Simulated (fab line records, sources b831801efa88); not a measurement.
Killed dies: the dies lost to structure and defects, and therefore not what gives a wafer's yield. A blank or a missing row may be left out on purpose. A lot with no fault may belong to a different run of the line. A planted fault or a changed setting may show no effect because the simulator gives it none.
Comparing a struck lot with a sound one ; flow sky130 ; 4 out of 708 route steps
Sound: wafers L541.1, L541.3, L541.5. Struck: wafers L556.1, L556.2, L556.6. At the end, the cause is stated.
Order at every step that has rows: each side's tool, ch and its chambers, its first start. Under that, the readings that differ: sound wafers ; struck wafers ; difference of the means ; sigmas: that difference in standard deviations of wafers without a fault.
alike: a reading whose means differ by less than 2 such deviations, as well as words and numbers matching on both sides. not compared: withheld readings; readings where some wafer has no value; bounds like >300 that might hide an equal value; numbers whose values overlap and for which the record gives no deviation.
A row with sigmas, a row that says differs or no value, or rows on one side alone: a step with any of these is where the two part. When numbers do not overlap yet have no deviation, they are printed without sigmas and do not part them. Lack of a reading on every wafer of one side parts them only where that side has two or more wafers.

SKY_FIELD_ISO_BOW_MEAS_00:
  struck on filmMetro-03, day 5 04:00; sound on filmMetro-02, day 2 01:00
  alike: INCOMING_BOW
SKY_FIELD_ISO_OXIDATION_01: stabilise 600 s, purge 300 s, target thk 12 nm.
  struck on furnace-02, day 5 04:52; sound on furnace-02 ch 0, day 2 02:31
  no value came back on the struck wafers for oxTempC (C), oxTempCMax, spikeTcUpperC (C); on the sound wafers oxTempC (C) reads 899.9 899.6 899.6
then, 1 step without rows for these wafers: SKY_FIELD_ISO_CVD_03 (deposits Si3N4 from DCS/NH3, target thk 165 nm, time 2830 s).
-- record jumps: 46 days separate the struck wafers' starts on either side; left off in module FIELD_ISO, taken up again in module PAD_OPEN, whose first shown step is the route's number 708 --
SKY_PAD_OPEN_PROBE_99:
  struck on prober-02, day 51 11:30; sound on prober-02, day 47 16:40
reading;sound;struck;difference;sigmas
model.etest.resIsoPwell.rsOhmSq;3089 3013 3010;2845 2924 2901;-147;
model.etest.resIsoPwell.lineOhmUm;1166 1139 1140;1065 1081 1095;-68;
model.etest.capPolyToWell.cAfUm2;89.42 90.05 91.51;93.11 94.03 93.77;+3.31;
model.etest.fieldN.vtV (V);36.12 35.96 36.01;34.6 35.18 35.06;-1.1;
model.etest.diodeNdiffFingers.leakLog10ACm2;-6.745 -6.874 -6.676;-6.056 -5.968 -5.708;+0.854;
  not compared: model.etest.pfet_16v.rOnOhmUm, model.etest.capLiToPoly.cAfUm2, model.etest.fieldP.vtV

== WHERE THEY PART ==
Only at SKY_FIELD_ISO_OXIDATION_01, within this record.

WHY: what the simulator had put in
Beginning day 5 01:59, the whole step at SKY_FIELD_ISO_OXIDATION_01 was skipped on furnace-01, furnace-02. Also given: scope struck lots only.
